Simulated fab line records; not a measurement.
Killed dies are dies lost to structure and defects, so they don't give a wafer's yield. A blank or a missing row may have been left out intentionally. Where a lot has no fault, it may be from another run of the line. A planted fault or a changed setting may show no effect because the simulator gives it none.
Which tool is to blame? -- flow gf180mcu -- 13 lots, 39 wafers sampled, at 5 steps of a route of 602

## WHAT THE GAUGES SHOWED, per wafer
GF_V3_THK_MEAS_25: measures by xrf. Usual: for V3_W_THK the level is 340 nm and the standard deviation is 6.2.
lot,measured,on,V3_W_THK (nm),flag
L213,day 22 12:32,film metro-01,335 343 339,
L214,day 22 17:38,film metro-02,343 335 345,
L215,day 23 03:04,film metro-04,333 337 341,
L224,day 26 04:35,film metro-04,344 340 344,
L225,day 27 01:01,film metro-04,336 338 347,
L227,day 27 07:19,film metro-04,337 332 333,
L228,day 27 14:13,film metro-04,338 344 346,
L229,day 27 23:42,film metro-01,341 335 339,
L230,day 28 02:49,film metro-01,341 344 339,
L232,day 28 19:49,film metro-04,345 340 342,
L234,day 29 05:55,film metro-02,338 339 331,
L235,day 29 10:38,film metro-02,334 337 341,
L236,day 29 21:14,film metro-01,356 362 349,

GF_V4_THK_MEAS_01. Usual: for V4_CVD_00_THK the level is 597 nm and the standard deviation is 6.7.
lot,measured,on,V4_CVD_00_THK (nm),flag
L213,day 24 01:57,film metro-01,602 587 599,
L214,day 24 02:14,film metro-01,594 594 602,
L215,day 24 02:30,film metro-03,602 601 606,
L224,day 27 03:03,film metro-03,592 610 612,
L225,day 27 22:10,film metro-02,599 589 601,
L227,day 28 04:27,film metro-03,606 594 606,
L228,day 28 11:00,film metro-01,591 597 591,
L229,day 28 20:00,film metro-01,600 599 600,
L230,day 28 23:42,film metro-03,600 595 594,
L232,day 29 16:50,film metro-02,603 584 606,
L234,day 30 01:47,film metro-02,596 591 594,
L235,day 30 06:50,film metro-02,597 596 595,
L236,day 30 16:44,film metro-01,604 596 602,

## TOOL THAT RAN EACH LOT (tool first, then ch and the chambers of the sampled wafers, then the start)
lot,GF_M3_SPUTTER_01,GF_M4_METAL_ETCH_16,GF_M4_STRIP_17
L213,"pvd sputter-04, day 20 09:52","rie metal-02 ch 0,1, day 23 12:13","plasma asher-04 ch 0,1, day 23 12:20"
L214,"pvd sputter-04, day 20 15:16","rie metal-03 ch 0,1, day 23 17:25","plasma asher-03 ch 0,1, day 23 17:31"
L215,"pvd sputter-02, day 21 00:55","rie metal-02 ch 1, day 24 01:13","plasma asher-01 ch 0,1, day 24 01:20"
L224,"pvd sputter-04, day 24 06:44","rie metal-02 ch 0, day 27 01:59","plasma asher-01 ch 0,1, day 27 02:05"
L225,"pvd sputter-02, day 25 03:29","rie metal-02 ch 0,1, day 27 21:24","plasma asher-04 ch 0,1, day 27 21:31"
L227,"pvd sputter-04, day 25 11:27","rie metal-03 ch 0,1, day 28 03:43","plasma asher-04 ch 0,1, day 28 03:50"
L228,"pvd sputter-03, day 25 18:44","rie metal-03 ch 0,1, day 28 10:14","plasma asher-04 ch 0,1, day 28 10:20"
L229,"pvd sputter-04, day 26 03:42","rie metal-03 ch 0,1, day 28 19:17","plasma asher-01 ch 0,1, day 28 19:23"
L230,"pvd sputter-03, day 26 07:15","rie metal-03 ch 0,1, day 28 23:00","plasma asher-01 ch 0,1, day 28 23:07"
L232,"pvd sputter-02, day 27 01:46","rie metal-01 ch 0,1, day 29 16:00","plasma asher-01 ch 0,1, day 29 16:07"
L234,"pvd sputter-02, day 27 12:20","rie metal-03 ch 0,1, day 30 01:02","plasma asher-04 ch 0,1, day 30 01:08"
L235,"pvd sputter-03, day 27 17:16","rie metal-03 ch 0,1, day 30 06:07","plasma asher-04 ch 0,1, day 30 06:13"
L236,"pvd sputter-02, day 28 04:42","rie metal-03 ch 0,1, day 30 15:58","plasma asher-01 ch 0,1, day 30 16:07"
- GF_M3_SPUTTER_01: material TiN, target thk 30 nm, time 25 s.
- GF_M4_METAL_ETCH_16: etches the open film in Cl2/BCl3, stops on SiO2, target depth 627.5 nm, time 104.6 s.
- GF_M4_STRIP_17: strips in O2/N2.

## AS READ BY THE TOOLS THEMSELVES (means over the sampled wafers that have a number; for cases with no such wafer, the mark the record gives instead)
GF_M3_SPUTTER_01. Usual: cathode dc power W 6500.2 W, standard deviation 1.3; throttle valve pct 30.7 %, standard deviation 0.86.
lot,tool,cathode dc power W (W),throttle valve pct (%),flag
L213,pvd sputter-04,6501.4,30.8,
L214,pvd sputter-04,6499.3,31.5,
L215,pvd sputter-02,6500.4,31.0,
L224,pvd sputter-04,6500.7,31.1,
L225,pvd sputter-02,6499.6,30.4,
L227,pvd sputter-04,6500.1,30.6,
L228,pvd sputter-03,6500.8,30.1,
L229,pvd sputter-04,6500.0,30.3,
L230,pvd sputter-03,6500.8,30.9,
L232,pvd sputter-02,6500.6,30.3,
L234,pvd sputter-02,6499.6,30.2,
L235,pvd sputter-03,6499.4,30.4,
L236,pvd sputter-02,6500.6,30.9,

GF_M4_METAL_ETCH_16. Usual: drypump motor current A 5.6 A, standard deviation 0.32; oes product au 0.973 a.u., standard deviation 0.0067; throttle valve pct 28.250 %, standard deviation 0.01.
lot,tool,drypump motor current A (A),oes product au (a.u.),throttle valve pct (%),flag
L213,rie metal-02,5.7,0.973,28.258,
L214,rie metal-03,5.4,0.972,28.255,
L215,rie metal-02,5.6,0.969,28.247,
L224,rie metal-02,5.9,0.948,28.274,OFF
L225,rie metal-02,5.8,0.941,28.284,OFF
L227,rie metal-03,5.4,0.972,28.257,
L228,rie metal-03,5.2,0.984,28.238,
L229,rie metal-03,5.2,0.967,28.255,
L230,rie metal-03,5.4,0.972,28.251,
L232,rie metal-01,6.0,0.967,28.254,
L234,rie metal-03,5.4,0.978,28.249,
L235,rie metal-03,5.2,0.967,28.256,
L236,rie metal-03,5.4,0.976,28.253,

GF_M4_STRIP_17. Usual: drypump motor current A 6.0 A, standard deviation 0.5; heater power w 334 W, standard deviation 30; oes product au 0.558 a.u., standard deviation 0.0048; platen temp c 250.01 C, standard deviation 0.2; strip time to endpoint s 7.88 s, standard deviation 0.048.
lot,tool,drypump motor current A (A),heater power w (W),oes product au (a.u.),platen temp c (C),strip time to endpoint s (s),flag
L213,plasma asher-04,6.1,354,0.560,250.10,7.88,
L214,plasma asher-03,6.0,310,0.559,249.76,7.92,
L215,plasma asher-01,6.5,332,0.555,249.97,7.82,
L224,plasma asher-01,6.1,310,0.565,249.75,8.05,OFF
L225,plasma asher-04,6.0,363,0.561,249.94,8.03,OFF
L227,plasma asher-04,5.8,352,0.557,249.96,7.94,
L228,plasma asher-04,6.1,359,0.557,250.07,7.87,
L229,plasma asher-01,6.1,304,0.554,250.12,7.88,
L230,plasma asher-01,6.4,334,0.562,250.10,7.97,
L232,plasma asher-01,6.1,311,0.558,250.09,7.88,
L234,plasma asher-04,6.1,356,0.556,250.02,7.89,
L235,plasma asher-04,6.1,357,0.564,250.14,7.98,
L236,plasma asher-01,6.0,308,0.555,250.18,7.87,

## THE ANSWER, worked out from the rows above alone
Rule: lot off if the mean of its wafers having a number is beyond 3 standard deviations from the usual mean. A lot without any number at a reading at which 4 lots or more have one is off too. All remaining lots with rows at the step are treated as sound. After the gauges, taken in route order, come the tools' own readings; for these a lot's mean is taken, as printed above. The first step at which some lot is off is used, and at that step the reading that is off furthest; a lot without a number counts as furthest.
Off: L224, L225, at GF_M4_METAL_ETCH_16 (oes product au).
If a tool, at that step or one of the process steps before it, ran each lot that is off and ran no sound lot following the first of them, it fits. One fits: rie metal-02 at GF_M4_METAL_ETCH_16. Its last sound lot is L215 (day 24 01:13), its first lot that is off L224 (day 27 01:59): a fault that began between those two fits.
The tool's own readings at GF_M4_METAL_ETCH_16 bear it out: on the lots that are off they differ by more than 5 times the standard deviation of the sound lots' means. oes product au reads 0.944 a.u. there against 0.972 a.u. on the sound lots.

## WHAT THE SIMULATOR HAD PUT IN
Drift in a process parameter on rie metal-02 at GF_M4_METAL_ETCH_16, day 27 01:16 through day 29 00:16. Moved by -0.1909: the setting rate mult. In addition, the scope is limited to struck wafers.
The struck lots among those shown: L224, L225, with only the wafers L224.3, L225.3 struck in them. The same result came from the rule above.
